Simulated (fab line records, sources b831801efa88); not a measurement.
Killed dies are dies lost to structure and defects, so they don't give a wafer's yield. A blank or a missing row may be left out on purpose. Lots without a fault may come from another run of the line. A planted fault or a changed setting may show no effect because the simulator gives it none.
Which tool did it? | flow sky130 | 6 lots, 18 wafers sampled, at 4 steps of a route of 708

WHAT THE GAUGES READ, wafer by wafer
SKY_PASSIVATION_THK_MEAS_03.
lot  | measured     | on            | PASSIVATION_CVD_02_THK (nm)
L542 | day 44 00:49 | film_metro-03 | 540 533 534
L546 | day 46 05:50 | film_metro-02 | 537 544 547
L548 | day 46 03:39 | film_metro-02 | 537 548 552
L550 | day 46 11:53 | film_metro-03 | 535 547 535
L560 | day 48 21:29 | film_metro-02 | 548 542 548
L562 | day 49 02:59 | film_metro-04 | 555 541 550

WHICH TOOL RAN EACH LOT (tool, then ch and the chambers of the sampled wafers, then the start)
lot  | SKY_GATE_OXIDE_CLEAN_00         | SKY_VIA4_STRIP_13                    | SKY_METAL5_SPUTTER_04
L542 | wet_bench-01 ch 2, day 13 05:41 | plasma_asher-04 ch 0,1, day 43 00:45 | pvd_sputter-04, day 43 02:10
L546 | wet_bench-01 ch 2, day 15 09:19 | plasma_asher-04 ch 0,1, day 45 05:54 | pvd_sputter-02, day 45 07:46
L548 | wet_bench-01 ch 0, day 15 09:56 | plasma_asher-04 ch 0,1, day 45 04:12 | pvd_sputter-01, day 45 05:36
L550 | wet_bench-03 ch 0, day 16 03:56 | plasma_asher-02 ch 0,1, day 45 12:41 | pvd_sputter-02, day 45 14:12
L560 | wet_bench-04 ch 2, day 19 06:49 | plasma_asher-01 ch 0,1, day 48 00:09 | pvd_sputter-02, day 48 01:33
L562 | wet_bench-01 ch 2, day 20 04:01 | plasma_asher-04 ch 0,1, day 48 05:29 | pvd_sputter-01, day 48 07:11
- SKY_GATE_OXIDE_CLEAN_00: cleans in SC1/SC2, time 150 s.
- SKY_VIA4_STRIP_13: strips in O2/N2.
- SKY_METAL5_SPUTTER_04: material TiN, target thk 70 nm, time 58.3 s.

THE ANSWER, worked out from the rows above alone
Rule: what is usual is taken from the lots themselves. Put in order of their means at a reading, lots are off if they are a third of the lots or fewer, leave a main group of 4 or more, and stand apart from it by a gap of 3 or more times the standard deviation of the main group's means; of several such gaps the widest counts. A main group whose means are all the same, to the digits that the tables above print for the reading, isn't used. A lot without any number at a reading at which 4 lots or more have one is off too. The other lots that the step has rows for count as sound.
No lot is off at any reading shown: from this, nothing can be told.

WHAT THE SIMULATOR HAD PUT IN
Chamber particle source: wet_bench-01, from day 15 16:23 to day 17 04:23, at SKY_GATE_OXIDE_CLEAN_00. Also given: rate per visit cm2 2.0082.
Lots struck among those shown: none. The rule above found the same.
